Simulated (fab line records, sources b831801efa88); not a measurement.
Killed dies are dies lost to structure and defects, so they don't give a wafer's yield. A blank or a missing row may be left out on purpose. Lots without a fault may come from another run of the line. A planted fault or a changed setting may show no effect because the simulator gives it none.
Which tool did it? | flow sky130 | 7 lots, 21 wafers sampled, at 1 step of a route of 708

WHAT THE GAUGES READ, wafer by wafer
SKY_VT_ADJUST_NCORE_OVL_MEAS_08.
lot  | measured     | on         | VT_ADJUST_NCORE_OVL (nm)
L235 | day 9 08:26  | overlay-01 | 1.0 2.1 1.4
L237 | day 9 20:17  | overlay-01 | -0.6 -2.0 -2.4
L246 | day 12 08:18 | overlay-01 | 1.4 0.1 0.9
L249 | day 13 15:05 | overlay-01 | 0.6 0.5 0.4
L252 | day 14 01:14 | overlay-01 | 0.1 -0.9 0.1
L253 | day 14 12:11 | overlay-02 | 1.5 3.7 0.8
L256 | day 15 22:18 | overlay-02 | 1.2 1.3 1.1

WHICH TOOL RAN EACH LOT (tool, then ch and the chambers of the sampled wafers, then the start)
The record holds no process step before these readings.

THE ANSWER, worked out from the rows above alone
Rule: what is usual is taken from the lots themselves. Put in order of their means at a reading, lots are off if they are a third of the lots or fewer, leave a main group of 4 or more, and stand apart from it by a gap of 3 or more times the standard deviation of the main group's means; of several such gaps the widest counts. A main group whose means are all the same, to the digits that the tables above print for the reading, isn't used. A lot without any number at a reading at which 4 lots or more have one is off too. The other lots that the step has rows for count as sound.
No lot is off at any reading shown: from this, nothing can be told.

WHAT THE SIMULATOR HAD PUT IN
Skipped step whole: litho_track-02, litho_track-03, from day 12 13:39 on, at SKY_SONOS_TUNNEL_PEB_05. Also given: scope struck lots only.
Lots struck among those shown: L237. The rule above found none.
